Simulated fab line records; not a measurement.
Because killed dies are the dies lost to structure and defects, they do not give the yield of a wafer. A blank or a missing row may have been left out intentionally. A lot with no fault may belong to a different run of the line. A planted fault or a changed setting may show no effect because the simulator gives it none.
A single fault, viewed from 2 desks :: flow gf180mcu :: what lay behind the numbers comes last; until then each desk has only its own

== AT THE METROLOGY DESK ==
What the gauges read for every lot (on any tool): the sampled wafers with a number, averaged. Any lot whose mean is over 4 standard deviations away from the usual mean is out of limits and marked OUT; that distance is given in the brackets.
Columns: A = NWELL_TW at GF_NWELL_TW_MEAS_11, usual 1575; B = MVSD_RS at GF_VT_IMPLANT_RS_MEAS_46, usual 456.6 ohm/sq
lot: L371
first seen here: day 3 12:59
A: 1562
B: 457.4

lot: L372
first seen here: day 3 17:07
A: 1558
B: 457.6

lot: L375
first seen here: day 4 12:04
A: 1580
B: 456.9

lot: L376
first seen here: day 4 15:17
A: 1553
B: 455.9

lot: L377
first seen here: day 4 19:14
A: 1566
B: 454.9

lot: L378
first seen here: day 5 02:37
A: 1564
B: 458.2

lot: L380
first seen here: day 5 13:57
A: 1561
B: 456.5

lot: L382
first seen here: day 5 23:15
A: 1578
B: 456.3

lot: L384
first seen here: day 6 10:04
A: 1591
B: 456.2

lot: L386
first seen here: day 6 18:41
A: 1587
B: 455.2

lot: L389
first seen here: day 7 11:42
A: 1586
B: 456.5

lot: L390
first seen here: day 7 15:19
A: 1571
B: 457.0

lot: L392
first seen here: day 8 03:30
A: 1569
B: 456.0

lot: L394
first seen here: day 8 11:31
A: 1593
B: 455.9
Result from this desk: across the 14 lots, nothing is out of limits.

== TOOL OWNER'S DESK, rie_si-01 ==
The tool's own readings at GF_POLY_GATE_ETCH_13 (etches poly-Si in HBr/Cl2, stops on SiO2, target depth 198.5 nm, time 69.6 s): means of the sampled wafers that have a number, for each lot that ran on this tool. Any lot whose mean is over 4 standard deviations away from the usual mean is out of limits and marked OUT; that distance is given in the brackets.
Columns: A = HBr_flow_sccm at GF_POLY_GATE_ETCH_13, usual 150.0 sccm; B = bias_w at GF_POLY_GATE_ETCH_13, usual 100.00 W; C = drypump_motor_current_A at GF_POLY_GATE_ETCH_13, usual 5.5 A; D = oes_product_au at GF_POLY_GATE_ETCH_13, usual 0.992 a.u.; E = throttle_valve_pct at GF_POLY_GATE_ETCH_13, usual 33.683 %
lot: L378
first seen here: day 11 16:34
A: 150.4
B: 99.64
C: 5.3
D: 0.994
E: 33.689

lot: L380
first seen here: day 12 07:39
A: 150.2
B: 100.10
C: 5.3
D: 0.985
E: 33.688

lot: L382
first seen here: day 12 19:43
A: 149.9
B: 100.17
C: 5.2
D: 0.993
E: 33.679

lot: L384
first seen here: day 13 05:42
A: 150.0
B: 89.23 (-36) OUT
C: 5.3
D: 0.975
E: 33.681

lot: L386
first seen here: day 13 18:20
A: 150.0
B: 89.14 (-36) OUT
C: 5.2
D: 0.974
E: 33.682

lot: L390
first seen here: day 14 16:59
A: 149.6
B: 89.01 (-37) OUT
C: 5.3
D: 0.968
E: 33.686
Finding of this desk: L384, L386, L390 out of limits; the first was L384 at day 13 05:42, on bias_w at GF_POLY_GATE_ETCH_13. L378, L380, L382: within limits.

== ALL TOGETHER ==
An alarm could have come from the tool owner's desk at day 13 05:42, on L384, L386, L390.
Nothing out of limits was seen by the metrology desk.
The metrology desk holds a record of L384, L386, L390, inside its limits.
On rie_si-01, each named lot ran GF_POLY_GATE_ETCH_13.

== WHAT HAD BEEN PUT IN BY THE SIMULATOR ==
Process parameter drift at GF_POLY_GATE_ETCH_13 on rie_si-01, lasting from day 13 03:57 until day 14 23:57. The setting bias_w was moved by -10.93, starting from 100. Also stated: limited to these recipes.
Lots struck among those shown: L384, L386, L390.
Each desk's first reading out of limits, in hours after the fault started: the tool owner's desk, 2.
